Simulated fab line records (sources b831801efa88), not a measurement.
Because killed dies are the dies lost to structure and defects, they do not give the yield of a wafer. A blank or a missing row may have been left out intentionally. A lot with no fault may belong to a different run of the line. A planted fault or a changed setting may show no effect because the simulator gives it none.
fab line records || flow gf180mcu
[record] {"lots": 7, "wafers": 21, "last-day": 34}
route steps=602 shown VT_IMPLANT@117
lots that met no fault: from a run of the same line without faults
start-h: start of the lot's first displayed wafer, in hours after the record's first day || wait-h: hours elapsed since this lot's preceding step || " same as the row above || L1.1+2: one row covering several wafers at once || - no value present, or no start provided || * or withheld: withheld || < > ~ a bound
route shown NAME@n: names a module that has steps shown in the file, with the first one's number in the route || usual: mean/standard deviation taken from wafers without a fault || same: alike in all rows || chamber/n: place in a boat || sites: readings site by site || _std_site: the standard deviation of these || _edge_site: mean of outer sites minus mean of inner sites || radius-mm: how far each site lies from the wafer's centre || mask NAME#n: copy n || behind: the tool/chamber that last shaped the wafer || hold: what put the lot on hold/how long, in hours/how the hold closed || device: whichever transistor did not switch (one of n, p or np) || end of line: at the end of the route, the tests of the same wafers || step lacking rows: just its recipe || killed: count of dies lost to structure and defects at first sort (not the wafer's yield) || map: a wafer's dies, marking killed ones x, the rest . and places with no die _
set.NAME: the setting that was run; set.NAME@STEP: the one run at that earlier step || model.NAME: the simulator's own value behind a step, which no gauge read
lots at some steps of the route; a table a step, a row a wafer
services: when a tool's chamber went out of use (start-h, in hours from the record's first day, below 0 if earlier), for how many hours, and the reason
[[steps]]
[step GF_VT_IMPLANT_PEB_27]
[recipe] {"temp-c": "withheld", "time-s": "*", "resist": "NOVOLAK"}
[step GF_VT_IMPLANT_DEVELOP_28]
[recipe] {"develop-time-s": 60, "dev-temp-c": 21.78}
[step GF_VT_IMPLANT_OVL_MEAS_29]
[usual] {"VT_IMPLANT_02_OVL": "-0.5/1.3"}
{"lot.wafer": "L989.1", "tool": "overlay-01", "chamber": "-", "start-h": 158.07, "wait-h": 0.1, "VT_IMPLANT_02_OVL[nm]": -1.8}
{"lot.wafer": "L989.3", "tool": "overlay-01", "chamber": "-", "start-h": 158.07, "wait-h": 0.1, "VT_IMPLANT_02_OVL[nm]": -1.2}
{"lot.wafer": "L989.4", "tool": "overlay-01", "chamber": "-", "start-h": 158.07, "wait-h": 0.1, "VT_IMPLANT_02_OVL[nm]": -2.0}
{"lot.wafer": "L990.1", "tool": "overlay-02", "chamber": "-", "start-h": 163.52, "wait-h": 0.1, "VT_IMPLANT_02_OVL[nm]": 0.7}
{"lot.wafer": "L990.2", "tool": "overlay-02", "chamber": "-", "start-h": 163.52, "wait-h": 0.1, "VT_IMPLANT_02_OVL[nm]": -1.3}
{"lot.wafer": "L990.4", "tool": "overlay-02", "chamber": "-", "start-h": 163.52, "wait-h": 0.1, "VT_IMPLANT_02_OVL[nm]": 1.0}
{"lot.wafer": "L993.1", "tool": "overlay-02", "chamber": "-", "start-h": 182.67, "wait-h": 0.1, "VT_IMPLANT_02_OVL[nm]": 1.0}
{"lot.wafer": "L993.3", "tool": "overlay-02", "chamber": "-", "start-h": 182.67, "wait-h": 0.1, "VT_IMPLANT_02_OVL[nm]": 1.1}
{"lot.wafer": "L993.6", "tool": "overlay-02", "chamber": "-", "start-h": 182.67, "wait-h": 0.1, "VT_IMPLANT_02_OVL[nm]": 0.6}
{"lot.wafer": "L994.2", "tool": "overlay-01", "chamber": "-", "start-h": 188.47, "wait-h": 0.1, "VT_IMPLANT_02_OVL[nm]": 1.7}
{"lot.wafer": "L994.4", "tool": "overlay-01", "chamber": "-", "start-h": 188.47, "wait-h": 0.1, "VT_IMPLANT_02_OVL[nm]": 1.6}
{"lot.wafer": "L994.5", "tool": "overlay-01", "chamber": "-", "start-h": 188.47, "wait-h": 0.1, "VT_IMPLANT_02_OVL[nm]": 1.2}
{"lot.wafer": "L995.2", "tool": "overlay-02", "chamber": "-", "start-h": 193.19, "wait-h": 0.1, "VT_IMPLANT_02_OVL[nm]": 0.9}
{"lot.wafer": "L995.3", "tool": "overlay-02", "chamber": "-", "start-h": 193.19, "wait-h": 0.1, "VT_IMPLANT_02_OVL[nm]": 0.0}
{"lot.wafer": "L995.5", "tool": "overlay-02", "chamber": "-", "start-h": 193.19, "wait-h": 0.1, "VT_IMPLANT_02_OVL[nm]": -0.2}
{"lot.wafer": "L106.1", "tool": "overlay-02", "chamber": "-", "start-h": 270.52, "wait-h": 0.1, "VT_IMPLANT_02_OVL[nm]": 0.2}
{"lot.wafer": "L106.2", "tool": "overlay-02", "chamber": "-", "start-h": 270.52, "wait-h": 0.1, "VT_IMPLANT_02_OVL[nm]": 0.3}
{"lot.wafer": "L106.4", "tool": "overlay-02", "chamber": "-", "start-h": 270.52, "wait-h": 0.1, "VT_IMPLANT_02_OVL[nm]": 0.6}
{"lot.wafer": "L108.1", "tool": "overlay-01", "chamber": "-", "start-h": 277.27, "wait-h": 0.1, "VT_IMPLANT_02_OVL[nm]": 0.4}
{"lot.wafer": "L108.2", "tool": "overlay-01", "chamber": "-", "start-h": 277.27, "wait-h": 0.1, "VT_IMPLANT_02_OVL[nm]": 1.3}
{"lot.wafer": "L108.4", "tool": "overlay-01", "chamber": "-", "start-h": 277.27, "wait-h": 0.1, "VT_IMPLANT_02_OVL[nm]": 0.4}
[step GF_VT_IMPLANT_IMPLANT_30]
[recipe] {"species": "B", "energy-kev": 25, "dose-cm2": 2.534e+12, "tilt-deg": 7}
[step GF_VT_IMPLANT_STRIP_31]
[recipe] {"chemistry": "O2/N2", "power-w": 1400, "pressure-mtorr": 1500, "platen-temp-c": 250, "o2-flow-sccm": 3000, "n2-flow-sccm": 300, "overash-fraction": 0.5}
[usual] {"drypump-motor-current-A": "5.8/0.46", "heater-power-w": "331/29", "n2-flow-sccm": "300.2/1", "oes-product-au": "0.716/0.0045", "strip-time-to-endpoint-s": "12.65/0.03"}
{"lot.wafer": "L989.1", "tool": "plasma-asher-03", "chamber": 0, "start-h": 158.25, "wait-h": 0.1, "drypump-motor-current-A": 5.6, "heater-power-w": 311, "n2-flow-sccm": 300.6, "oes-product-au": 0.713, "rf-hours-counter-h": 51, "strip-time-to-endpoint-s": 12.65}
{"lot.wafer": "L989.3", "tool": "plasma-asher-03", "chamber": 1, "start-h": 158.25, "wait-h": 0.1, "drypump-motor-current-A": 6.4, "heater-power-w": 299, "n2-flow-sccm": 302.0, "oes-product-au": 0.715, "rf-hours-counter-h": "-", "strip-time-to-endpoint-s": 12.65}
{"lot.wafer": "L989.4", "tool": "plasma-asher-03", "chamber": 0, "start-h": 158.25, "wait-h": 0.1, "drypump-motor-current-A": 5.6, "heater-power-w": 316, "n2-flow-sccm": 299.6, "oes-product-au": 0.713, "rf-hours-counter-h": "-", "strip-time-to-endpoint-s": 12.63}
{"lot.wafer": "L990.1", "tool": "plasma-asher-04", "chamber": 1, "start-h": 163.70, "wait-h": 0.1, "drypump-motor-current-A": 5.5, "heater-power-w": 381, "n2-flow-sccm": 300.1, "oes-product-au": 0.710, "rf-hours-counter-h": 53, "strip-time-to-endpoint-s": 12.65}
{"lot.wafer": "L990.2", "tool": "plasma-asher-04", "chamber": 0, "start-h": 163.70, "wait-h": 0.1, "drypump-motor-current-A": 5.5, "heater-power-w": 373, "n2-flow-sccm": 300.2, "oes-product-au": 0.717, "rf-hours-counter-h": 53, "strip-time-to-endpoint-s": 12.68}
{"lot.wafer": "L990.4", "tool": "plasma-asher-04", "chamber": 0, "start-h": 163.70, "wait-h": 0.1, "drypump-motor-current-A": 5.5, "heater-power-w": 364, "n2-flow-sccm": 298.9, "oes-product-au": 0.714, "rf-hours-counter-h": "-", "strip-time-to-endpoint-s": 12.64}
{"lot.wafer": "L993.1", "tool": "plasma-asher-03", "chamber": 1, "start-h": 182.86, "wait-h": 0.1, "drypump-motor-current-A": 6.4, "heater-power-w": 294, "n2-flow-sccm": 300.3, "oes-product-au": 0.718, "rf-hours-counter-h": 52, "strip-time-to-endpoint-s": 12.67}
{"lot.wafer": "L993.3", "tool": "plasma-asher-03", "chamber": 1, "start-h": 182.86, "wait-h": 0.1, "drypump-motor-current-A": 6.5, "heater-power-w": 302, "n2-flow-sccm": 302.2, "oes-product-au": 0.714, "rf-hours-counter-h": "-", "strip-time-to-endpoint-s": 12.63}
{"lot.wafer": "L993.6", "tool": "plasma-asher-03", "chamber": 1, "start-h": 182.86, "wait-h": 0.1, "drypump-motor-current-A": 6.4, "heater-power-w": 302, "n2-flow-sccm": 300.7, "oes-product-au": 0.719, "rf-hours-counter-h": "-", "strip-time-to-endpoint-s": 12.68}
{"lot.wafer": "L994.2", "tool": "plasma-asher-01", "chamber": 0, "start-h": 188.65, "wait-h": 0.1, "drypump-motor-current-A": 5.1, "heater-power-w": 340, "n2-flow-sccm": 301.4, "oes-product-au": 0.718, "rf-hours-counter-h": 42, "strip-time-to-endpoint-s": 12.66}
{"lot.wafer": "L994.4", "tool": "plasma-asher-01", "chamber": 0, "start-h": 188.65, "wait-h": 0.1, "drypump-motor-current-A": 5.2, "heater-power-w": 339, "n2-flow-sccm": 302.3, "oes-product-au": 0.719, "rf-hours-counter-h": "-", "strip-time-to-endpoint-s": 12.66}
{"lot.wafer": "L994.5", "tool": "plasma-asher-01", "chamber": 1, "start-h": 188.65, "wait-h": 0.1, "drypump-motor-current-A": 6.3, "heater-power-w": 320, "n2-flow-sccm": 299.8, "oes-product-au": 0.718, "rf-hours-counter-h": "-", "strip-time-to-endpoint-s": 12.71}
{"lot.wafer": "L995.2", "tool": "plasma-asher-04", "chamber": 0, "start-h": 193.37, "wait-h": 0.1, "drypump-motor-current-A": 5.5, "heater-power-w": 368, "n2-flow-sccm": 299.8, "oes-product-au": 0.718, "rf-hours-counter-h": 57, "strip-time-to-endpoint-s": 12.67}
{"lot.wafer": "L995.3", "tool": "plasma-asher-04", "chamber": 0, "start-h": 193.37, "wait-h": 0.1, "drypump-motor-current-A": 5.5, "heater-power-w": 374, "n2-flow-sccm": 300.7, "oes-product-au": 0.722, "rf-hours-counter-h": "-", "strip-time-to-endpoint-s": 12.66}
{"lot.wafer": "L995.5", "tool": "plasma-asher-04", "chamber": 1, "start-h": 193.37, "wait-h": 0.1, "drypump-motor-current-A": 5.5, "heater-power-w": 373, "n2-flow-sccm": 300.5, "oes-product-au": 0.719, "rf-hours-counter-h": "-", "strip-time-to-endpoint-s": 12.68}
{"lot.wafer": "L106.1", "tool": "plasma-asher-04", "chamber": 1, "start-h": 270.71, "wait-h": 0.1, "drypump-motor-current-A": 5.6, "heater-power-w": 379, "n2-flow-sccm": 300.2, "oes-product-au": 0.717, "rf-hours-counter-h": 65, "strip-time-to-endpoint-s": 12.56}
{"lot.wafer": "L106.2", "tool": "plasma-asher-04", "chamber": 0, "start-h": 270.71, "wait-h": 0.1, "drypump-motor-current-A": 5.4, "heater-power-w": 378, "n2-flow-sccm": 301.2, "oes-product-au": 0.709, "rf-hours-counter-h": 65, "strip-time-to-endpoint-s": 12.60}
{"lot.wafer": "L106.4", "tool": "plasma-asher-04", "chamber": 1, "start-h": 270.71, "wait-h": 0.1, "drypump-motor-current-A": 5.5, "heater-power-w": 370, "n2-flow-sccm": 299.3, "oes-product-au": 0.714, "rf-hours-counter-h": "-", "strip-time-to-endpoint-s": 12.65}
{"lot.wafer": "L108.1", "tool": "plasma-asher-03", "chamber": 0, "start-h": 277.45, "wait-h": 0.1, "drypump-motor-current-A": 5.6, "heater-power-w": 308, "n2-flow-sccm": 300.6, "oes-product-au": 0.712, "rf-hours-counter-h": 61, "strip-time-to-endpoint-s": 12.64}
{"lot.wafer": "L108.2", "tool": "plasma-asher-03", "chamber": 1, "start-h": 277.45, "wait-h": 0.1, "drypump-motor-current-A": 6.4, "heater-power-w": 302, "n2-flow-sccm": 301.1, "oes-product-au": 0.713, "rf-hours-counter-h": 61, "strip-time-to-endpoint-s": 12.62}
{"lot.wafer": "L108.4", "tool": "plasma-asher-03", "chamber": 1, "start-h": 277.45, "wait-h": 0.1, "drypump-motor-current-A": 6.5, "heater-power-w": 304, "n2-flow-sccm": 302.0, "oes-product-au": 0.714, "rf-hours-counter-h": "-", "strip-time-to-endpoint-s": 12.64}
[step GF_VT_IMPLANT_TW_MEAS_32]
[usual] {"VT_IMPLANT_3_TW": "268.6/2.1"}
{"lot.wafer": "L989.1", "tool": "film-metro-01", "chamber": "-", "start-h": 158.35, "wait-h": 0.1, "VT_IMPLANT_3_TW": 271.1}
{"lot.wafer": "L989.3", "tool": "film-metro-01", "chamber": "-", "start-h": 158.35, "wait-h": 0.1, "VT_IMPLANT_3_TW": 270.9}
{"lot.wafer": "L989.4", "tool": "film-metro-01", "chamber": "-", "start-h": 158.35, "wait-h": 0.1, "VT_IMPLANT_3_TW": 270.8}
{"lot.wafer": "L990.1", "tool": "film-metro-04", "chamber": "-", "start-h": 163.80, "wait-h": 0.1, "VT_IMPLANT_3_TW": 265.8}
{"lot.wafer": "L990.2", "tool": "film-metro-04", "chamber": "-", "start-h": 163.80, "wait-h": 0.1, "VT_IMPLANT_3_TW": 265.6}
{"lot.wafer": "L990.4", "tool": "film-metro-04", "chamber": "-", "start-h": 163.80, "wait-h": 0.1, "VT_IMPLANT_3_TW": 265.5}
{"lot.wafer": "L993.1", "tool": "film-metro-04", "chamber": "-", "start-h": 182.96, "wait-h": 0.1, "VT_IMPLANT_3_TW": 268.0}
{"lot.wafer": "L993.3", "tool": "film-metro-04", "chamber": "-", "start-h": 182.96, "wait-h": 0.1, "VT_IMPLANT_3_TW": 265.9}
{"lot.wafer": "L993.6", "tool": "film-metro-04", "chamber": "-", "start-h": 182.96, "wait-h": 0.1, "VT_IMPLANT_3_TW": 266.5}
{"lot.wafer": "L994.2", "tool": "film-metro-01", "chamber": "-", "start-h": 188.76, "wait-h": 0.1, "VT_IMPLANT_3_TW": 271.0}
{"lot.wafer": "L994.4", "tool": "film-metro-01", "chamber": "-", "start-h": 188.76, "wait-h": 0.1, "VT_IMPLANT_3_TW": 271.6}
{"lot.wafer": "L994.5", "tool": "film-metro-01", "chamber": "-", "start-h": 188.76, "wait-h": 0.1, "VT_IMPLANT_3_TW": 271.2}
{"lot.wafer": "L995.2", "tool": "film-metro-02", "chamber": "-", "start-h": 193.48, "wait-h": 0.1, "VT_IMPLANT_3_TW": 269.5}
{"lot.wafer": "L995.3", "tool": "film-metro-02", "chamber": "-", "start-h": 193.48, "wait-h": 0.1, "VT_IMPLANT_3_TW": 267.9}
{"lot.wafer": "L995.5", "tool": "film-metro-02", "chamber": "-", "start-h": 193.48, "wait-h": 0.1, "VT_IMPLANT_3_TW": 269.3}
{"lot.wafer": "L106.1", "tool": "film-metro-02", "chamber": "-", "start-h": 270.81, "wait-h": 0.1, "VT_IMPLANT_3_TW": 265.1}
{"lot.wafer": "L106.2", "tool": "film-metro-02", "chamber": "-", "start-h": 270.81, "wait-h": 0.1, "VT_IMPLANT_3_TW": 267.6}
{"lot.wafer": "L106.4", "tool": "film-metro-02", "chamber": "-", "start-h": 270.81, "wait-h": 0.1, "VT_IMPLANT_3_TW": 267.2}
{"lot.wafer": "L108.1", "tool": "film-metro-01", "chamber": "-", "start-h": 277.55, "wait-h": 0.1, "VT_IMPLANT_3_TW": 269.8}
{"lot.wafer": "L108.2", "tool": "film-metro-01", "chamber": "-", "start-h": 277.55, "wait-h": 0.1, "VT_IMPLANT_3_TW": 269.6}
{"lot.wafer": "L108.4", "tool": "film-metro-01", "chamber": "-", "start-h": 277.55, "wait-h": 0.1, "VT_IMPLANT_3_TW": 270.3}
[step GF_VT_IMPLANT_DEHYDRATE_33]
[recipe] {"temp-c": 200, "time-s": 60}
[step GF_VT_IMPLANT_HMDS_34]
[recipe] {"prime-time-s": 60, "prime-temp-c": 120}
[step GF_VT_IMPLANT_COAT_35]
[recipe] {"resist": "NOVOLAK", "spin-rpm": 3000, "resist-thk-nm": 1000}
[step GF_VT_IMPLANT_SOFTBAKE_36]
[recipe] {"temp-c": 90, "time-s": 60, "resist": "NOVOLAK"}
[step GF_VT_IMPLANT_EXPOSE_37]
[recipe] {"mask-id": "Nwell_HV_AREA", "target-cd-nm": 860, "na": 0.6, "source-shape": "conventional", "sigma-outer": 0.6, "dose-mj": 140}
[step GF_VT_IMPLANT_PEB_38]
[recipe] {"temp-c": "withheld", "time-s": "*", "resist": "NOVOLAK"}
[step GF_VT_IMPLANT_DEVELOP_39]
[recipe] {"develop-time-s": 60, "dev-temp-c": 23}
[usual] {"chill-plate-temp-C": "22.99/0.095", "develop-time-s": "60/0"}
{"lot.wafer": "L989.1", "tool": "litho-track-01", "chamber": 0, "start-h": 173.99, "wait-h": 0.1, "chill-plate-temp-C": 22.99, "develop-time-s": 60}
{"lot.wafer": "L989.3", "tool": "litho-track-01", "chamber": 0, "start-h": 173.99, "wait-h": 0.1, "chill-plate-temp-C": 22.90, "develop-time-s": 60}
{"lot.wafer": "L989.4", "tool": "litho-track-01", "chamber": 0, "start-h": 173.99, "wait-h": 0.1, "chill-plate-temp-C": 23.00, "develop-time-s": 60}
{"lot.wafer": "L990.1", "tool": "litho-track-03", "chamber": 0, "start-h": 180.37, "wait-h": 0.1, "chill-plate-temp-C": 22.97, "develop-time-s": 60}
{"lot.wafer": "L990.2", "tool": "litho-track-03", "chamber": 0, "start-h": 180.37, "wait-h": 0.1, "chill-plate-temp-C": 22.91, "develop-time-s": 60}
{"lot.wafer": "L990.4", "tool": "litho-track-03", "chamber": 0, "start-h": 180.37, "wait-h": 0.1, "chill-plate-temp-C": 22.81, "develop-time-s": 60}
{"lot.wafer": "L993.1", "tool": "litho-track-03", "chamber": "-", "start-h": 199.47, "wait-h": 0.1, "chill-plate-temp-C": "-", "develop-time-s": "-"}
{"lot.wafer": "L993.3", "tool": "litho-track-03", "chamber": "-", "start-h": 199.47, "wait-h": 0.1, "chill-plate-temp-C": "-", "develop-time-s": "-"}
{"lot.wafer": "L993.6", "tool": "litho-track-03", "chamber": "-", "start-h": 199.47, "wait-h": 0.1, "chill-plate-temp-C": "-", "develop-time-s": "-"}
{"lot.wafer": "L994.2", "tool": "litho-track-03", "chamber": "-", "start-h": 205.09, "wait-h": 0.1, "chill-plate-temp-C": "-", "develop-time-s": "-"}
{"lot.wafer": "L994.4", "tool": "litho-track-03", "chamber": "-", "start-h": 205.09, "wait-h": 0.1, "chill-plate-temp-C": "-", "develop-time-s": "-"}
{"lot.wafer": "L994.5", "tool": "litho-track-03", "chamber": "-", "start-h": 205.09, "wait-h": 0.1, "chill-plate-temp-C": "-", "develop-time-s": "-"}
{"lot.wafer": "L995.2", "tool": "litho-track-01", "chamber": "-", "start-h": 210.16, "wait-h": 0.1, "chill-plate-temp-C": "-", "develop-time-s": "-"}
{"lot.wafer": "L995.3", "tool": "litho-track-01", "chamber": "-", "start-h": 210.16, "wait-h": 0.1, "chill-plate-temp-C": "-", "develop-time-s": "-"}
{"lot.wafer": "L995.5", "tool": "litho-track-01", "chamber": "-", "start-h": 210.16, "wait-h": 0.1, "chill-plate-temp-C": "-", "develop-time-s": "-"}
{"lot.wafer": "L106.1", "tool": "litho-track-03", "chamber": 0, "start-h": 289.97, "wait-h": 0.1, "chill-plate-temp-C": 22.92, "develop-time-s": 60}
{"lot.wafer": "L106.2", "tool": "litho-track-03", "chamber": 0, "start-h": 289.97, "wait-h": 0.1, "chill-plate-temp-C": 22.84, "develop-time-s": 60}
{"lot.wafer": "L106.4", "tool": "litho-track-03", "chamber": 0, "start-h": 289.97, "wait-h": 0.1, "chill-plate-temp-C": 22.89, "develop-time-s": 60}
{"lot.wafer": "L108.1", "tool": "litho-track-02", "chamber": 0, "start-h": 298.02, "wait-h": 0.1, "chill-plate-temp-C": 23.15, "develop-time-s": 60}
{"lot.wafer": "L108.2", "tool": "litho-track-02", "chamber": 0, "start-h": 298.02, "wait-h": 0.1, "chill-plate-temp-C": 22.87, "develop-time-s": 60}
{"lot.wafer": "L108.4", "tool": "litho-track-02", "chamber": 0, "start-h": 298.02, "wait-h": 0.1, "chill-plate-temp-C": 23.00, "develop-time-s": 60}
[step GF_VT_IMPLANT_OVL_MEAS_40]
[usual] {"VT_IMPLANT_03_OVL": "-0.2/1.5"}
{"lot.wafer": "L989.1", "tool": "overlay-02", "chamber": "-", "start-h": 174.14, "wait-h": 0.1, "VT_IMPLANT_03_OVL[nm]": 0.1}
{"lot.wafer": "L989.3", "tool": "overlay-02", "chamber": "-", "start-h": 174.14, "wait-h": 0.1, "VT_IMPLANT_03_OVL[nm]": -0.3}
{"lot.wafer": "L989.4", "tool": "overlay-02", "chamber": "-", "start-h": 174.14, "wait-h": 0.1, "VT_IMPLANT_03_OVL[nm]": -0.7}
{"lot.wafer": "L990.1", "tool": "overlay-01", "chamber": "-", "start-h": 180.52, "wait-h": 0.1, "VT_IMPLANT_03_OVL[nm]": 0.9}
{"lot.wafer": "L990.2", "tool": "overlay-01", "chamber": "-", "start-h": 180.52, "wait-h": 0.1, "VT_IMPLANT_03_OVL[nm]": 3.5}
{"lot.wafer": "L990.4", "tool": "overlay-01", "chamber": "-", "start-h": 180.52, "wait-h": 0.1, "VT_IMPLANT_03_OVL[nm]": 0.0}
{"lot.wafer": "L993.1", "tool": "overlay-02", "chamber": "-", "start-h": 199.62, "wait-h": 0.1, "VT_IMPLANT_03_OVL[nm]": "-"}
{"lot.wafer": "L993.3", "tool": "overlay-02", "chamber": "-", "start-h": 199.62, "wait-h": 0.1, "VT_IMPLANT_03_OVL[nm]": "-"}
{"lot.wafer": "L993.6", "tool": "overlay-02", "chamber": "-", "start-h": 199.62, "wait-h": 0.1, "VT_IMPLANT_03_OVL[nm]": "-"}
{"lot.wafer": "L994.2", "tool": "overlay-02", "chamber": "-", "start-h": 205.22, "wait-h": 0.1, "VT_IMPLANT_03_OVL[nm]": "-"}
{"lot.wafer": "L994.4", "tool": "overlay-02", "chamber": "-", "start-h": 205.22, "wait-h": 0.1, "VT_IMPLANT_03_OVL[nm]": "-"}
{"lot.wafer": "L994.5", "tool": "overlay-02", "chamber": "-", "start-h": 205.22, "wait-h": 0.1, "VT_IMPLANT_03_OVL[nm]": "-"}
{"lot.wafer": "L995.2", "tool": "overlay-01", "chamber": "-", "start-h": 210.29, "wait-h": 0.1, "VT_IMPLANT_03_OVL[nm]": "-"}
{"lot.wafer": "L995.3", "tool": "overlay-01", "chamber": "-", "start-h": 210.29, "wait-h": 0.1, "VT_IMPLANT_03_OVL[nm]": "-"}
{"lot.wafer": "L995.5", "tool": "overlay-01", "chamber": "-", "start-h": 210.29, "wait-h": 0.1, "VT_IMPLANT_03_OVL[nm]": "-"}
{"lot.wafer": "L106.1", "tool": "overlay-02", "chamber": "-", "start-h": 290.12, "wait-h": 0.1, "VT_IMPLANT_03_OVL[nm]": -1.4}
{"lot.wafer": "L106.2", "tool": "overlay-02", "chamber": "-", "start-h": 290.12, "wait-h": 0.1, "VT_IMPLANT_03_OVL[nm]": 0.1}
{"lot.wafer": "L106.4", "tool": "overlay-02", "chamber": "-", "start-h": 290.12, "wait-h": 0.1, "VT_IMPLANT_03_OVL[nm]": 1.5}
{"lot.wafer": "L108.1", "tool": "overlay-02", "chamber": "-", "start-h": 298.17, "wait-h": 0.1, "VT_IMPLANT_03_OVL[nm]": -2.0}
{"lot.wafer": "L108.2", "tool": "overlay-02", "chamber": "-", "start-h": 298.17, "wait-h": 0.1, "VT_IMPLANT_03_OVL[nm]": -1.4}
{"lot.wafer": "L108.4", "tool": "overlay-02", "chamber": "-", "start-h": 298.17, "wait-h": 0.1, "VT_IMPLANT_03_OVL[nm]": -1.0}
[[services]]
{"tool": "plasma-asher-03", "chamber": "-", "start-h": 162.95, "hours": 15.6, "kind": "pm"}
{"tool": "litho-track-02", "chamber": "-", "start-h": 169.33, "hours": "-", "kind": "consumable-replace:filter"}
{"tool": "plasma-asher-03", "chamber": "-", "start-h": 213.00, "hours": 0.5, "kind": "repair"}
{"tool": "plasma-asher-01", "chamber": "-", "start-h": 215.72, "hours": 0.8, "kind": "repair"}
{"tool": "plasma-asher-04", "chamber": "-", "start-h": 244.00, "hours": 2.8, "kind": "pm"}
{"tool": "plasma-asher-03", "chamber": "-", "start-h": 250.54, "hours": 2.8, "kind": "pm"}
{"tool": "plasma-asher-03", "chamber": "-", "start-h": 268.39, "hours": 1.9, "kind": "repair"}
{"tool": "plasma-asher-04", "chamber": "-", "start-h": 289.55, "hours": 0.5, "kind": "repair"}
[[key]]
[first-sign] {"step": "GF_VT_IMPLANT_DEVELOP_39", "reading": "tool-record", "direction": "missing"}
effect none on later readings
met-at GF_VT_IMPLANT_DEVELOP_39
struck-wafers L993.1,L993.3,L993.6,L994.2,L994.4,L994.5,L995.2,L995.3,L995.5
later-rows-left-out L993.1,L993.3,L993.6,L994.2,L994.4,L994.5,L995.2,L995.3,L995.5
sort-left-out L993.1,L993.3,L993.6,L994.2,L994.4,L994.5,L995.2,L995.3,L995.5
tester-left-out L993,L994,L995
onset-between 180.37 199.47
[fault] {"kind": "skipped-step-whole", "tool": "litho-track-01,litho-track-03", "chamber": "-", "onset-h": 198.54, "steps": "GF_VT_IMPLANT_DEVELOP_39", "scope": "struck-lots-only"}
// tester-left-out: of these lots the tester's yield and bins aren't shown, on N5 and GAA mostly nor the transistor test; their killed dies are dies lost to structure and defects alone, not to doping, threshold or leakage, so they don't give the yield
// sort-left-out: the simulated sort isn't trusted on such a fault, so these wafers' sort isn't shown, and their yield isn't known
// later-rows-left-out: the simulator's readings of these wafers behind a module that went badly wrong aren't trusted and aren't shown, but for the sort
